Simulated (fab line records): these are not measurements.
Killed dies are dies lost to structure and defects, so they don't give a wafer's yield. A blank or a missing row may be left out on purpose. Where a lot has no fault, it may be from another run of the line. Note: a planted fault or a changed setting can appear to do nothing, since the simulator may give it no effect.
Split-lot experiment / flow sfq_line / 23 wafers read from 5 lots, route of 325 steps

## THE SPLIT
At SFQ_TRILAYER_I1_VIA_BARC_OPEN_VIA_ETCH_071 (etches BARC in O2, target depth 125 nm, time 41.7 s), the setting time_s was moved away from the recipe's 41.7 s on 7 of the 23 wafers read, by -12.4% to +5.6%. All remaining wafers had this setting at the recipe value.

The reading comes from the split's own step.

## THE READING
oes_product_au, in a.u., at SFQ_TRILAYER_I1_VIA_BARC_OPEN_VIA_ETCH_071 (etches BARC in O2, target depth 125 nm, time 41.7 s). A value of 0.684 a.u. with a standard deviation of 0.005 a.u. is what fault-free wafers of this fab line usually give.

wafer=L074.1; tool, chamber at the split=rie_diel-01, 0; time_s as run, s=36.52; against the recipe=-12.4%; oes_product_au, a.u.=0.719; against lot-mates on the recipe=+0.037
wafer=L074.2; tool, chamber at the split=rie_diel-01, 1; time_s as run, s=41.7; against the recipe=recipe; oes_product_au, a.u.=0.684; against lot-mates on the recipe=-
wafer=L074.3; tool, chamber at the split=rie_diel-01, 2; time_s as run, s=41.7; against the recipe=recipe; oes_product_au, a.u.=0.677; against lot-mates on the recipe=-
wafer=L074.5; tool, chamber at the split=rie_diel-01, 2; time_s as run, s=36.52; against the recipe=-12.4%; oes_product_au, a.u.=0.724; against lot-mates on the recipe=+0.042
wafer=L074.6; tool, chamber at the split=rie_diel-01, 1; time_s as run, s=41.7; against the recipe=recipe; oes_product_au, a.u.=0.685; against lot-mates on the recipe=-
wafer=L078.1; tool, chamber at the split=rie_diel-03, 2; time_s as run, s=44.05; against the recipe=+5.6%; oes_product_au, a.u.=0.682; against lot-mates on the recipe=-0.001
wafer=L078.3; tool, chamber at the split=rie_diel-03, 0; time_s as run, s=44.05; against the recipe=+5.6%; oes_product_au, a.u.=0.664; against lot-mates on the recipe=-0.019
wafer=L078.4; tool, chamber at the split=rie_diel-03, 3; time_s as run, s=44.05; against the recipe=+5.6%; oes_product_au, a.u.=0.671; against lot-mates on the recipe=-0.012
wafer=L078.5; tool, chamber at the split=rie_diel-03, 2; time_s as run, s=41.7; against the recipe=recipe; oes_product_au, a.u.=0.685; against lot-mates on the recipe=-
wafer=L078.6; tool, chamber at the split=rie_diel-03, 3; time_s as run, s=41.7; against the recipe=recipe; oes_product_au, a.u.=0.680; against lot-mates on the recipe=-
wafer=L079.1; tool, chamber at the split=rie_diel-01, 0; time_s as run, s=41.7; against the recipe=recipe; oes_product_au, a.u.=0.687; against lot-mates on the recipe=-
wafer=L079.2; tool, chamber at the split=rie_diel-01, 1; time_s as run, s=41.7; against the recipe=recipe; oes_product_au, a.u.=0.684; against lot-mates on the recipe=-
wafer=L079.4; tool, chamber at the split=rie_diel-01, 3; time_s as run, s=41.7; against the recipe=recipe; oes_product_au, a.u.=0.681; against lot-mates on the recipe=-
wafer=L082.1; tool, chamber at the split=rie_diel-04, 0; time_s as run, s=41.7; against the recipe=recipe; oes_product_au, a.u.=0.690; against lot-mates on the recipe=-
wafer=L082.2; tool, chamber at the split=rie_diel-04, 2; time_s as run, s=41.7; against the recipe=recipe; oes_product_au, a.u.=0.697; against lot-mates on the recipe=-
wafer=L082.3; tool, chamber at the split=rie_diel-04, 1; time_s as run, s=37.13; against the recipe=-11.0%; oes_product_au, a.u.=0.729; against lot-mates on the recipe=+0.038
wafer=L082.5; tool, chamber at the split=rie_diel-04, 3; time_s as run, s=41.7; against the recipe=recipe; oes_product_au, a.u.=0.687; against lot-mates on the recipe=-
wafer=L082.6; tool, chamber at the split=rie_diel-04, 2; time_s as run, s=37.13; against the recipe=-11.0%; oes_product_au, a.u.=0.736; against lot-mates on the recipe=+0.045
wafer=L083.1; tool, chamber at the split=rie_diel-03, 3; time_s as run, s=41.7; against the recipe=recipe; oes_product_au, a.u.=0.688; against lot-mates on the recipe=-
wafer=L083.2; tool, chamber at the split=rie_diel-03, 0; time_s as run, s=41.7; against the recipe=recipe; oes_product_au, a.u.=0.686; against lot-mates on the recipe=-
wafer=L083.4; tool, chamber at the split=rie_diel-03, 1; time_s as run, s=41.7; against the recipe=recipe; oes_product_au, a.u.=0.689; against lot-mates on the recipe=-
wafer=L083.5; tool, chamber at the split=rie_diel-03, 1; time_s as run, s=41.7; against the recipe=recipe; oes_product_au, a.u.=0.683; against lot-mates on the recipe=-
wafer=L083.6; tool, chamber at the split=rie_diel-03, 0; time_s as run, s=41.7; against the recipe=recipe; oes_product_au, a.u.=0.690; against lot-mates on the recipe=-

FIT RESULTS
A straight line over all 23 wafers: oes_product_au changes by -0.00327 a.u. for each +1% of time_s; r = -0.94; the points scatter about the line by 0.0064 a.u.
The same after taking each lot's own level away (the mean of its wafers on the recipe; 23 wafers): -0.00312 a.u. for each +1%; r = -0.96; scatter 0.0051 a.u.
According to that fit, moving time_s by its largest amount changes the reading by 0.039 a.u.
The span of the lots' own levels, 0.6820 to 0.6913 a.u., comes to 1.9 times the standard deviation stated above.
The two slopes are in agreement: the lot-to-lot level therefore moves the slope only a little.
Check: for one of the wafers moved furthest among these (-12.4%), held out of the fit, the line's prediction against its lot-mates is +0.0414 a.u. Against them it came out at +0.037 a.u.
Tool readings at the split's step, against how far the setting was moved: oes_product_au r = -0.94.

## FILE'S OWN FIT
oes_product_au changes by -0.00325 a.u. for each +1% of time_s, r = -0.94.
